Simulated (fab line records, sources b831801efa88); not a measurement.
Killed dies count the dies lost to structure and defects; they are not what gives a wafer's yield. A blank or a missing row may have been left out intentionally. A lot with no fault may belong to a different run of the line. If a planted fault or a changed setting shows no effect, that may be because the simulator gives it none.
Split-lot experiment :: flow sfq line :: on a route of 325 steps: 5 lots, 23 wafers read

## SPLIT DETAILS
At SFQ_TRILAYER_I0_VIA_BARC_OPEN_VIA_ETCH_046 (etches BARC in O2, target depth 125 nm, time 41.7 s), the setting time s was moved away from the recipe's 41.7 s on 5 of the 23 wafers read, by -9.4% to +13.4%. This setting was run at the recipe's value on the other wafers.

The reading is taken at the split's own step.

## THE READING
KrF_of_TRILAYER_I0_VIA_LITHO_COAT_031.thk nm (the simulator's own value, which no gauge read), in nm, at SFQ_TRILAYER_I0_VIA_BARC_OPEN_VIA_ETCH_046 (etches BARC in O2, target depth 125 nm, time 41.7 s). No usual value for it is given in the file. Here, 18 wafers ran the recipe; their average is 572.6 nm with a standard deviation of 1.5 nm.

wafer: L076.1
tool, chamber at the split: rie diel-03, 0
time s as run, s: 37.77
against the recipe: -9.4%
KrF_of_TRILAYER_I0_VIA_LITHO_COAT_031.thk nm, nm: 578.3
against lot-mates on the recipe: +5.5

wafer: L076.2
tool, chamber at the split: rie diel-03, 2
time s as run, s: 37.77
against the recipe: -9.4%
KrF_of_TRILAYER_I0_VIA_LITHO_COAT_031.thk nm, nm: 582
against lot-mates on the recipe: +9.2

wafer: L076.3
tool, chamber at the split: rie diel-03, 3
time s as run, s: 41.7
against the recipe: recipe
KrF_of_TRILAYER_I0_VIA_LITHO_COAT_031.thk nm, nm: 573
against lot-mates on the recipe: -

wafer: L076.5
tool, chamber at the split: rie diel-03, 0
time s as run, s: 41.7
against the recipe: recipe
KrF_of_TRILAYER_I0_VIA_LITHO_COAT_031.thk nm, nm: 574
against lot-mates on the recipe: -

wafer: L076.6
tool, chamber at the split: rie diel-03, 3
time s as run, s: 41.7
against the recipe: recipe
KrF_of_TRILAYER_I0_VIA_LITHO_COAT_031.thk nm, nm: 571.5
against lot-mates on the recipe: -

wafer: L077.1
tool, chamber at the split: rie diel-01, 2
time s as run, s: 41.7
against the recipe: recipe
KrF_of_TRILAYER_I0_VIA_LITHO_COAT_031.thk nm, nm: 572.3
against lot-mates on the recipe: -

wafer: L077.3
tool, chamber at the split: rie diel-01, 1
time s as run, s: 47.28
against the recipe: +13.4%
KrF_of_TRILAYER_I0_VIA_LITHO_COAT_031.thk nm, nm: 567.2
against lot-mates on the recipe: -4.9

wafer: L077.4
tool, chamber at the split: rie diel-01, 3
time s as run, s: 41.7
against the recipe: recipe
KrF_of_TRILAYER_I0_VIA_LITHO_COAT_031.thk nm, nm: 571.9
against lot-mates on the recipe: -

wafer: L077.5
tool, chamber at the split: rie diel-01, 3
time s as run, s: 47.28
against the recipe: +13.4%
KrF_of_TRILAYER_I0_VIA_LITHO_COAT_031.thk nm, nm: 565.8
against lot-mates on the recipe: -6.3

wafer: L077.6
tool, chamber at the split: rie diel-01, 0
time s as run, s: 47.28
against the recipe: +13.4%
KrF_of_TRILAYER_I0_VIA_LITHO_COAT_031.thk nm, nm: 564.2
against lot-mates on the recipe: -7.9

wafer: L079.1
tool, chamber at the split: rie diel-03, 1
time s as run, s: 41.7
against the recipe: recipe
KrF_of_TRILAYER_I0_VIA_LITHO_COAT_031.thk nm, nm: 572.5
against lot-mates on the recipe: -

wafer: L079.3
tool, chamber at the split: rie diel-03, 0
time s as run, s: 41.7
against the recipe: recipe
KrF_of_TRILAYER_I0_VIA_LITHO_COAT_031.thk nm, nm: 571.6
against lot-mates on the recipe: -

wafer: L079.4
tool, chamber at the split: rie diel-03, 2
time s as run, s: 41.7
against the recipe: recipe
KrF_of_TRILAYER_I0_VIA_LITHO_COAT_031.thk nm, nm: 571.7
against lot-mates on the recipe: -

wafer: L079.5
tool, chamber at the split: rie diel-03, 0
time s as run, s: 41.7
against the recipe: recipe
KrF_of_TRILAYER_I0_VIA_LITHO_COAT_031.thk nm, nm: 571.9
against lot-mates on the recipe: -

wafer: L079.6
tool, chamber at the split: rie diel-03, 1
time s as run, s: 41.7
against the recipe: recipe
KrF_of_TRILAYER_I0_VIA_LITHO_COAT_031.thk nm, nm: 570.7
against lot-mates on the recipe: -

wafer: L081.1
tool, chamber at the split: rie diel-03, 2
time s as run, s: 41.7
against the recipe: recipe
KrF_of_TRILAYER_I0_VIA_LITHO_COAT_031.thk nm, nm: 576.9
against lot-mates on the recipe: -

wafer: L081.3
tool, chamber at the split: rie diel-03, 1
time s as run, s: 41.7
against the recipe: recipe
KrF_of_TRILAYER_I0_VIA_LITHO_COAT_031.thk nm, nm: 574.1
against lot-mates on the recipe: -

wafer: L081.4
tool, chamber at the split: rie diel-03, 3
time s as run, s: 41.7
against the recipe: recipe
KrF_of_TRILAYER_I0_VIA_LITHO_COAT_031.thk nm, nm: 575.2
against lot-mates on the recipe: -

wafer: L083.1
tool, chamber at the split: rie diel-03, 1
time s as run, s: 41.7
against the recipe: recipe
KrF_of_TRILAYER_I0_VIA_LITHO_COAT_031.thk nm, nm: 571.3
against lot-mates on the recipe: -

wafer: L083.2
tool, chamber at the split: rie diel-03, 0
time s as run, s: 41.7
against the recipe: recipe
KrF_of_TRILAYER_I0_VIA_LITHO_COAT_031.thk nm, nm: 572.8
against lot-mates on the recipe: -

wafer: L083.3
tool, chamber at the split: rie diel-03, 3
time s as run, s: 41.7
against the recipe: recipe
KrF_of_TRILAYER_I0_VIA_LITHO_COAT_031.thk nm, nm: 570.8
against lot-mates on the recipe: -

wafer: L083.4
tool, chamber at the split: rie diel-03, 2
time s as run, s: 41.7
against the recipe: recipe
KrF_of_TRILAYER_I0_VIA_LITHO_COAT_031.thk nm, nm: 572.1
against lot-mates on the recipe: -

wafer: L083.6
tool, chamber at the split: rie diel-03, 0
time s as run, s: 41.7
against the recipe: recipe
KrF_of_TRILAYER_I0_VIA_LITHO_COAT_031.thk nm, nm: 572
against lot-mates on the recipe: -

THE FIT
A straight line over all 23 wafers: KrF_of_TRILAYER_I0_VIA_LITHO_COAT_031.thk nm changes by -0.593 nm for each +1% of time s; r = -0.89; the points scatter about the line by 1.7 nm.
The same after taking each lot's own level away (the mean of its wafers on the recipe; 23 wafers): -0.56 nm for each +1%; r = -0.93; scatter 1.2 nm.
That fit puts the effect of the largest move of time s on the reading at 7.5 nm.
From 571.68 to 575.40 nm: that is the span of the lots' own levels, equal to 2.4 times the standard deviation above.
Hence the lot-to-lot level has little effect on the slope; both slopes agree.
Check: for one of the wafers moved furthest among these (+13.4%), held out of the fit, the line's prediction against its lot-mates is -8 nm. It came out at -4.9 nm against them.

## ADDITIONAL SPLITS CARRIED BY THESE WAFERS
Other splits were also applied to these wafers ahead of the reading. Each is held against what the fit with the lots' levels taken away leaves over:
other split on the same wafers: SFQ_TRILAYER_INCOMING_OXIDATION_002 temp c
wafers away from the commonest value: 10
r with KrF_of_TRILAYER_I0_VIA_LITHO_COAT_031.thk nm (lot level and that fit taken away): +0.00

other split on the same wafers: SFQ_TRILAYER_L0_DEP_SPUTTER_003 power w
wafers away from the commonest value: 7
r with KrF_of_TRILAYER_I0_VIA_LITHO_COAT_031.thk nm (lot level and that fit taken away): +0.01

other split on the same wafers: SFQ_TRILAYER_L0_LITHO_PEB_008 peb time s
wafers away from the commonest value: 10
r with KrF_of_TRILAYER_I0_VIA_LITHO_COAT_031.thk nm (lot level and that fit taken away): -0.06

other split on the same wafers: SFQ_TRILAYER_L0_VIA_LITHO_COAT_018 spin rpm
wafers away from the commonest value: 5
r with KrF_of_TRILAYER_I0_VIA_LITHO_COAT_031.thk nm (lot level and that fit taken away): -0.30

other split on the same wafers: SFQ_TRILAYER_L0_VIA_LITHO_PEB_016 peb time s
wafers away from the commonest value: 10
r with KrF_of_TRILAYER_I0_VIA_LITHO_COAT_031.thk nm (lot level and that fit taken away): -0.14

other split on the same wafers: SFQ_TRILAYER_M0_LITHO_COAT_026 spin rpm
wafers away from the commonest value: 5
r with KrF_of_TRILAYER_I0_VIA_LITHO_COAT_031.thk nm (lot level and that fit taken away): -0.14

other split on the same wafers: SFQ_TRILAYER_M0_LITHO_COAT_021 spin rpm
wafers away from the commonest value: 8
r with KrF_of_TRILAYER_I0_VIA_LITHO_COAT_031.thk nm (lot level and that fit taken away): +0.00

other split on the same wafers: SFQ_TRILAYER_I0_VIA_LITHO_COAT_036 spin rpm
wafers away from the commonest value: 8
r with KrF_of_TRILAYER_I0_VIA_LITHO_COAT_031.thk nm (lot level and that fit taken away): +0.24

## FILE'S OWN FIT
KrF_of_TRILAYER_I0_VIA_LITHO_COAT_031.thk nm changes by -0.575 nm for each +1% of time s, r = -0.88.
